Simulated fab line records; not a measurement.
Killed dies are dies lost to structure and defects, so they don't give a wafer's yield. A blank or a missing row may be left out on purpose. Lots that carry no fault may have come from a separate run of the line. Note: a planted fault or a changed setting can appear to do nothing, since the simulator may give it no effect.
Tool commonality check ; flow sky130 ; 13 lots, 39 wafers sampled

== WHAT PROMPTED THE OPENING ==
At SKY_LDD_HVN_TW_MEAS_10 the reading LDD_HVN_TW is flagged on 1 of 13 lots. Wafers without a fault read 1432, standard deviation 11.
Rule: a lot is flagged when every wafer of it that has a number lies more than 4 standard deviations from that mean, or none has a number. All remaining lots are regarded as sound.

lot;measured;on;LDD_HVN_TW, wafer by wafer;flag
L226;day 19 23:58;film-metro-01;1419 1418 1436;
L227;day 20 14:16;film-metro-03;1428 1426 1429;
L228;day 22 06:58;film-metro-04;1443 1443 1440;
L231;day 22 16:40;film-metro-03;1429 1426 1429;
L232;day 23 12:13;film-metro-01;136 135 135;FLAGGED
L237;day 24 20:49;film-metro-04;1446 1452 1438;
L240;day 25 03:20;film-metro-04;1455 1445 1445;
L242;day 25 09:10;film-metro-01;1440 1435 1441;
L245;day 27 08:15;film-metro-03;1410 1411 1409;
L246;day 27 15:07;film-metro-03;1410 1417 1412;
L248;day 27 18:13;film-metro-01;1439 1436 1435;
L247;day 27 18:30;film-metro-01;1438 1433 1445;
L249;day 27 19:53;film-metro-03;1412 1413 1417;
Averaged over the flagged lots the numbers come to 135, -1297 from the usual (-99 or more standard deviations).

== TOOL THAT RAN EACH LOT ==
The record holds 4 process steps before the reading, out of a route of 708 steps. In each cell: the tool, then ch and the chambers that the sampled wafers went through, then the start.
lot;flag;SKY_RES_PROTECT_STRIP_07;SKY_POLY_GATE_ETCH_17;SKY_LDD_P_STRIP_10;SKY_LDD_HVN_STRIP_09
L226;;plasma-asher-01 ch 0,1, day 14 23:09;rie-si-02 ch 1,2, day 16 02:31;plasma-asher-03 ch 0,1, day 18 15:44;plasma-asher-02 ch 0,1, day 19 23:52
L227;;plasma-asher-02 ch 0,1, day 15 11:39;rie-si-02 ch 0,1,2, day 16 17:58;plasma-asher-04 ch 0,1, day 19 07:37;plasma-asher-02 ch 0,1, day 20 14:10
L228;;plasma-asher-01 ch 0,1, day 16 10:52;rie-si-02 ch 0,1,3, day 17 19:22;plasma-asher-03 ch 0,1, day 20 12:41;plasma-asher-02 ch 0,1, day 22 06:52
L231;;plasma-asher-01 ch 0,1, day 17 14:22;rie-si-02 ch 0,3, day 18 23:25;plasma-asher-04 ch 0,1, day 21 16:43;plasma-asher-01 ch 0,1, day 22 16:34
L232;FLAGGED;plasma-asher-02 ch 0,1, day 17 14:58;rie-si-02 ch 0,1,3, day 19 00:24;plasma-asher-04 ch 0,1, day 22 06:43;plasma-asher-04 ch 0,1, day 23 12:07
L237;;plasma-asher-04 ch 0,1, day 19 03:48;rie-si-01 ch 0,2,3, day 20 12:43;plasma-asher-03 ch 0,1, day 23 14:59;plasma-asher-02 ch 0,1, day 24 20:43
L240;;plasma-asher-01 ch 0,1, day 19 21:58;rie-si-01 ch 1,2, day 21 05:46;plasma-asher-03 ch 0,1, day 23 21:30;plasma-asher-02 ch 0,1, day 25 03:14
L242;;plasma-asher-01 ch 0,1, day 20 13:14;rie-si-02 ch 1,3, day 21 20:36;plasma-asher-02 ch 0,1, day 24 03:48;plasma-asher-01 ch 0,1, day 25 09:05
L245;;plasma-asher-01 ch 0,1, day 22 06:49;rie-si-01 ch 1,2,3, day 23 14:52;plasma-asher-03 ch 0,1, day 26 03:19;plasma-asher-02 ch 0, day 27 08:08
L246;;plasma-asher-02 ch 0,1, day 22 11:28;rie-si-02 ch 0,1, day 23 20:34;plasma-asher-04 ch 0,1, day 26 09:47;plasma-asher-01 ch 0,1, day 27 15:01
L248;;plasma-asher-04 ch 0,1, day 22 14:42;rie-si-01 ch 0,1, day 23 22:52;plasma-asher-02 ch 0,1, day 26 13:15;plasma-asher-01 ch 0,1, day 27 18:08
L247;;plasma-asher-02 ch 0,1, day 22 13:37;rie-si-02 ch 0,1,2, day 23 23:06;plasma-asher-04 ch 0,1, day 26 13:22;plasma-asher-04 ch 1, day 27 18:23
L249;;plasma-asher-04 ch 0,1, day 22 17:10;rie-si-01 ch 0,1,2, day 24 01:36;plasma-asher-03 ch 0,1, day 26 16:01;plasma-asher-02 ch 0, day 27 19:47
These steps, and what they do:
- SKY_RES_PROTECT_STRIP_07: strips in O2/N2.
- SKY_POLY_GATE_ETCH_17: etches poly-Si in HBr/Cl2, stops on SiO2, target depth 180 nm, time 70.5 s.
- SKY_LDD_P_STRIP_10: strips in O2/N2.
- SKY_LDD_HVN_STRIP_09: strips in O2/N2.
- SKY_LDD_HVN_TW_MEAS_10

== FLAGGED OVER TOTAL, TOOL BY TOOL (the gauges that took the reading come last) ==
step;tool;lots run;flagged;share of the flagged lots;sound lots run after its first flagged lot
SKY_RES_PROTECT_STRIP_07;plasma-asher-01;6;0;none;-
SKY_RES_PROTECT_STRIP_07;plasma-asher-02;4;1;all;2 (L246,L247)
SKY_RES_PROTECT_STRIP_07;plasma-asher-04;3;0;none;-
SKY_POLY_GATE_ETCH_17;rie-si-01;5;0;none;-
SKY_POLY_GATE_ETCH_17;rie-si-02;8;1;all;3 (L242,L246,L247)
SKY_LDD_P_STRIP_10;plasma-asher-02;2;0;none;-
SKY_LDD_P_STRIP_10;plasma-asher-03;6;0;none;-
SKY_LDD_P_STRIP_10;plasma-asher-04;5;1;all;2 (L246,L247)
SKY_LDD_HVN_STRIP_09;plasma-asher-01;4;0;none;-
SKY_LDD_HVN_STRIP_09;plasma-asher-02;7;0;none;-
SKY_LDD_HVN_STRIP_09;plasma-asher-04;2;1;all;1 (L247)
SKY_LDD_HVN_TW_MEAS_10;film-metro-01;5;1;all;3 (L242,L248,L247)
SKY_LDD_HVN_TW_MEAS_10;film-metro-03;5;0;none;-
SKY_LDD_HVN_TW_MEAS_10;film-metro-04;3;0;none;-

== WHAT THE TABLE PERMITS ==
5 rows of the table ran every flagged lot: plasma-asher-02 at SKY_RES_PROTECT_STRIP_07, rie-si-02 at SKY_POLY_GATE_ETCH_17, plasma-asher-04 at SKY_LDD_P_STRIP_10, plasma-asher-04 at SKY_LDD_HVN_STRIP_09, film-metro-01 at SKY_LDD_HVN_TW_MEAS_10.
- plasma-asher-02 at SKY_RES_PROTECT_STRIP_07 ran 4 lots, 1 of them flagged. Lots that were sound ran on it after the first flagged one (L246, L247); a persistent fault on the entire tool would not allow that.
- rie-si-02 at SKY_POLY_GATE_ETCH_17 ran 8 lots, 1 of them flagged. Lots that were sound ran on it after the first flagged one (L242, L246, L247); a persistent fault on the entire tool would not allow that.
- plasma-asher-04 at SKY_LDD_P_STRIP_10 ran 5 lots, 1 of them flagged. Lots that were sound ran on it after the first flagged one (L246, L247); a persistent fault on the entire tool would not allow that. Its own readings lie more than 4 standard deviations out on every wafer of the flagged lots: oes-product-au.
- plasma-asher-04 at SKY_LDD_HVN_STRIP_09 ran 2 lots, 1 of them flagged. Lots that were sound ran on it after the first flagged one (L247); a persistent fault on the entire tool would not allow that. Its own readings lie more than 4 standard deviations out on every wafer of the flagged lots: oes-product-au, strip-time-to-endpoint-s.
- film-metro-01 at SKY_LDD_HVN_TW_MEAS_10 ran 5 lots, 1 of them flagged. Lots that were sound ran on it after the first flagged one (L242, L248, L247); a persistent fault on the entire tool would not allow that.
There is no row in the table that ran each flagged lot and no sound lot after the first.

== WHAT WAS PUT IN BY THE SIMULATOR ==
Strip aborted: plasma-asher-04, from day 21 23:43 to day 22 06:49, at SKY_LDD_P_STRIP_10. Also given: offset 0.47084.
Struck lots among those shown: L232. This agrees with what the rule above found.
